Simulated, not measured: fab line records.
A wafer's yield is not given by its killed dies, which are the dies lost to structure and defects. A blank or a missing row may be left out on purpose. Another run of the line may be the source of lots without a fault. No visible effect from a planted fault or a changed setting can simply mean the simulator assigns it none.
The tool behind it: which one? | flow sky130 | 13 lots with 39 wafers sampled at 4 steps, on a route of 708 steps

WHAT EACH GAUGE READ, for each wafer
The record lacks any reading of a measuring or inspecting step that a usual standard deviation could be used to judge.

WHICH TOOL RAN EACH LOT (tool, then ch and the chambers of the sampled wafers, then the start)
lot  | SKY_LDD_HVN_EXPOSE_04               | SKY_METAL1_SPUTTER_00        | SKY_METAL1_METAL_ETCH_19          | SKY_VIA1_ETCH_15
L880 | iline stepper-01 ch 0, day 20 01:01 | pvd sputter-04, day 31 23:54 | rie metal-01 ch 0, day 33 02:53   | rie diel-02 ch 0,1,3, day 34 07:28
L883 | iline stepper-02 ch 0, day 21 09:42 | pvd sputter-04, day 33 05:10 | rie metal-01 ch 0,1, day 34 08:35 | rie diel-01 ch 0,1,2, day 35 12:28
L885 | iline stepper-01 ch 0, day 21 16:14 | pvd sputter-01, day 33 10:47 | rie metal-04 ch 0,1, day 34 13:54 | rie diel-02 ch 2,3, day 35 17:28
L884 | iline stepper-01 ch 0, day 21 19:55 | pvd sputter-04, day 33 13:58 | rie metal-04 ch 0,1, day 34 17:01 | rie diel-02 ch 0,3, day 35 20:53
L886 | iline stepper-01 ch 0, day 22 04:55 | pvd sputter-01, day 33 22:44 | rie metal-02 ch 0,1, day 35 02:03 | rie diel-02 ch 0,1, day 36 05:46
L888 | iline stepper-01 ch 0, day 23 09:10 | pvd sputter-04, day 34 21:01 | rie metal-04 ch 0,1, day 35 23:11 | rie diel-03 ch 0,2, day 37 02:40
L889 | iline stepper-02 ch 0, day 23 16:28 | pvd sputter-01, day 35 04:54 | rie metal-02 ch 0,1, day 36 08:04 | rie diel-02 ch 0,1,2, day 37 11:50
L890 | iline stepper-01 ch 0, day 24 01:26 | pvd sputter-01, day 35 12:50 | rie metal-01 ch 0,1, day 36 15:31 | rie diel-02 ch 1,2, day 37 18:58
L891 | iline stepper-02 ch 0, day 24 02:56 | pvd sputter-02, day 35 15:19 | rie metal-01 ch 0,1, day 36 17:49 | rie diel-03 ch 1,2, day 37 21:14
L893 | iline stepper-02 ch 0, day 24 19:40 | pvd sputter-01, day 36 05:06 | rie metal-04 ch 0,1, day 37 07:38 | rie diel-02 ch 0,1,2, day 38 10:26
L894 | iline stepper-02 ch 0, day 25 05:34 | pvd sputter-02, day 36 13:22 | rie metal-02 ch 0,1, day 37 16:10 | rie diel-01 ch 0,2,3, day 38 19:05
L895 | iline stepper-02 ch 0, day 25 09:29 | pvd sputter-04, day 36 15:58 | rie metal-01 ch 1, day 37 18:47   | rie diel-03 ch 2,3, day 38 20:34
L902 | iline stepper-01 ch 0, day 27 18:40 | pvd sputter-02, day 38 17:31 | rie metal-01 ch 0,1, day 39 18:35 | rie diel-03 ch 0,1,2, day 40 20:42
- SKY_LDD_HVN_EXPOSE_04: exposes mask HVNTM, target cd 700 nm.
- SKY_METAL1_SPUTTER_00: material Ti, target thk 15 nm, time 10 s.
- SKY_METAL1_METAL_ETCH_19: etches the open film in Cl2/BCl3, stops on SiO2, target depth 360 nm, time 78 s.
- SKY_VIA1_ETCH_15: etches SiO2 in C4F8/O2/Ar, stops on TiN, target depth 351 nm, time 54 s.

WHAT THE TOOLS THEMSELVES READ (means of the sampled wafers that have a number; where no wafer has one, the mark that the record gives instead)
SKY_METAL1_SPUTTER_00. Usual: throttle valve pct reads 30.1 % (standard deviation 0.93).
lot  | tool           | throttle valve pct (%) | flag
L880 | pvd sputter-04 | 30.1                   |
L883 | pvd sputter-04 | 30.1                   |
L885 | pvd sputter-01 | 31.0                   |
L884 | pvd sputter-04 | 29.8                   |
L886 | pvd sputter-01 | 30.2                   |
L888 | pvd sputter-04 | 29.9                   |
L889 | pvd sputter-01 | 30.3                   |
L890 | pvd sputter-01 | 30.4                   |
L891 | pvd sputter-02 | 29.5                   |
L893 | pvd sputter-01 | 30.2                   |
L894 | pvd sputter-02 | 30.3                   |
L895 | pvd sputter-04 | 30.0                   |
L902 | pvd sputter-02 | 29.7                   |

SKY_METAL1_METAL_ETCH_19. Usual: drypump motor current A 5.6 A, standard deviation 0.38; oes product au 0.856 a.u., standard deviation 0.0057; rf fwd power W 893 W, standard deviation 4.2; throttle valve pct 22.266 %, standard deviation 0.0087.
lot  | tool         | drypump motor current A (A) | oes product au (a.u.) | rf fwd power W (W) | throttle valve pct (%) | flag
L880 | rie metal-01 | 6.1                         | 0.859                 | 900                | 22.266                 |
L883 | rie metal-01 | 6.0                         | 0.855                 | 893                | 22.264                 |
L885 | rie metal-04 | 5.2                         | 0.850                 | 889                | 22.268                 |
L884 | rie metal-04 | 5.1                         | 0.859                 | 888                | 22.261                 |
L886 | rie metal-02 | 5.7                         | 0.858                 | 893                | 22.274                 |
L888 | rie metal-04 | 5.2                         | 0.851                 | 890                | 22.264                 |
L889 | rie metal-02 | 5.7                         | 0.856                 | 894                | 22.264                 |
L890 | rie metal-01 | 5.9                         | 0.859                 | 894                | 22.268                 |
L891 | rie metal-01 | 6.1                         | 0.852                 | 891                | 22.267                 |
L893 | rie metal-04 | 5.1                         | 0.857                 | 890                | 22.273                 |
L894 | rie metal-02 | 5.7                         | 0.855                 | 894                | 22.273                 |
L895 | rie metal-01 | 6.0                         | 0.847                 | 896                | 22.269                 |
L902 | rie metal-01 | 6.0                         | 0.853                 | 898                | 22.271                 |

SKY_VIA1_ETCH_15. Usual: oes product au 0.982 a.u., standard deviation 0.0052; rf fwd power W 1487 W, standard deviation 5.5.
lot  | tool        | oes product au (a.u.) | rf fwd power W (W) | flag
L880 | rie diel-02 | 0.979                 | 1488               |
L883 | rie diel-01 | 0.987                 | 1490               |
L885 | rie diel-02 | 0.985                 | 1486               |
L884 | rie diel-02 | 0.977                 | 1485               |
L886 | rie diel-02 | 0.986                 | 1491               |
L888 | rie diel-03 | 0.985                 | 1484               |
L889 | rie diel-02 | 0.977                 | 1487               |
L890 | rie diel-02 | 0.978                 | 1492               |
L891 | rie diel-03 | 0.981                 | 1482               |
L893 | rie diel-02 | 0.979                 | 1488               |
L894 | rie diel-01 | 0.979                 | 1491               |
L895 | rie diel-03 | 0.983                 | 1481               |
L902 | rie diel-03 | 0.992                 | 1481               |

THE ANSWER, worked out from the rows above alone
Rule: take the mean of a lot's wafers that have a number; if it is more than 3 standard deviations from the usual mean, the lot is off. A lot without any number at a reading at which 4 lots or more have one is off too. Where the step has rows for the other lots, those lots are counted as sound. After the gauges, taken in route order, come the tools' own readings; for these a lot's mean is taken, as printed above. At the first step where some lot is off, the reading lying furthest off is the one used; lots without a number count as furthest.
No lot is off at any reading shown: from this, nothing can be told.

WHAT HAD BEEN PUT IN BY THE SIMULATOR
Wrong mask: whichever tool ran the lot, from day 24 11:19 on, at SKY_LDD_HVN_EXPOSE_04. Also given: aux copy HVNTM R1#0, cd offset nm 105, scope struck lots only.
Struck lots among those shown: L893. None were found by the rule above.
